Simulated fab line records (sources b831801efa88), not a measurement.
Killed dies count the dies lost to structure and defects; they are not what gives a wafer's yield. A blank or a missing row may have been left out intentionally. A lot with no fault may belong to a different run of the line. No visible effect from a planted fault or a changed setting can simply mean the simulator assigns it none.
2 desks looking at one fault ; flow sky130 ; numbers are kept per desk, each desk with only its own; the story behind them comes last

## FOR THE TOOL OWNER'S DESK: implanter-02
For each lot that ran on this tool, the mean over its sampled wafers that have a number, from the tool's own readings at SKY_NWELL_IMPLANT_11. The brackets show how far a lot's mean lies from the usual mean; more than 4 standard deviations puts the lot out of limits, marked OUT.
Columns: A = beam_energy_keV at SKY_NWELL_IMPLANT_11, usual 400.01; B = beam_on_s at SKY_NWELL_IMPLANT_11, usual 10.02 s; C = dose_ions_cm2 at SKY_NWELL_IMPLANT_11, usual 1.9e+13; D = faraday_current_uA at SKY_NWELL_IMPLANT_11, usual 106.9
lot;first seen here;A;B;C;D
L761;day 5 07:25;399.87;9.91;1.9e+13;108.1
L765;day 6 05:53;400.04;71.07 (+99 or more) OUT;2.1e+14 (+99 or more) OUT;164.2 (+26) OUT
L768;day 6 17:54;399.83;69.30 (+99 or more) OUT;2.1e+14 (+99 or more) OUT;168.2 (+28) OUT
L778;day 9 05:05;399.93;10.20;1.9e+13;105.0
L781;day 10 03:52;400.24;10.09;1.9e+13;106.3
L782;day 10 09:33;399.99;9.87;1.9e+13;108.6
This desk's finding: out of limits on L765, L768; first on L765, day 6 05:53 (beam_on_s at SKY_NWELL_IMPLANT_11). Within limits: L761, L778, L781, L782.

## THE METROLOGY DESK
Lot by lot, what the gauges showed, no matter which tool ran the lot: averages of those sampled wafers that carry a number. The brackets show how far a lot's mean lies from the usual mean; more than 4 standard deviations puts the lot out of limits, marked OUT.
Columns: A = NWELL_TW at SKY_NWELL_TW_MEAS_15, usual 1821; B = NWELL_RS at SKY_NWELL_RS_MEAS_29, usual 624.6 ohm/sq; C = PWDE_RS at SKY_NWELL_RS_MEAS_31, usual 5264 ohm/sq; D = VT_ADJUST_HVTP_TW at SKY_VT_ADJUST_HVTP_TW_MEAS_11, usual 1352
lot;first seen here;A;B;C;D
L761;day 5 07:57;1821;624.3;5270;1344
L765;day 6 06:26;3787 (+99 or more) OUT;161.2 (-99 or more) OUT;5246;1350
L768;day 6 18:27;3860 (+99 or more) OUT;160.8 (-99 or more) OUT;5239;1320
L769;day 7 03:32;1827;625.6;5272;1327
L774;day 8 07:24;1810;628.0;5247;1376
L775;day 8 10:04;1821;622.7;5286;1334
L778;day 9 05:37;1806;626.5;5293;1367
L779;day 9 09:43;1840;625.6;5271;1352
L780;day 9 14:38;1815;621.9;5259;1358
L781;day 10 04:22;1826;621.6;5259;1373
L782;day 10 10:06;1819;624.3;5255;1331
This desk's result: L765, L768 out of limits, first on L765 (NWELL_TW at SKY_NWELL_TW_MEAS_15), day 6 06:26. Within limits: L761, L769, L774, L775, L778, L779, L780, L781, L782.

## TAKEN TOGETHER
The tool owner's desk had the chance to raise an alarm at day 6 05:53 on L765, L768.
L765, L768 would have let the metrology desk raise an alarm at day 6 06:26.
Every lot named ran SKY_NWELL_IMPLANT_11 on implanter-02.

## WHAT WAS PUT IN BY THE SIMULATOR
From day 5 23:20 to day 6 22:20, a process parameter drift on implanter-02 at SKY_NWELL_IMPLANT_11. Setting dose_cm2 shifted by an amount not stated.
Struck lots among those shown: L765, L768.
Delay (hours) between the fault's onset and each desk's first out-of-limits reading: 7 at the tool owner's desk, 7 at the metrology desk.
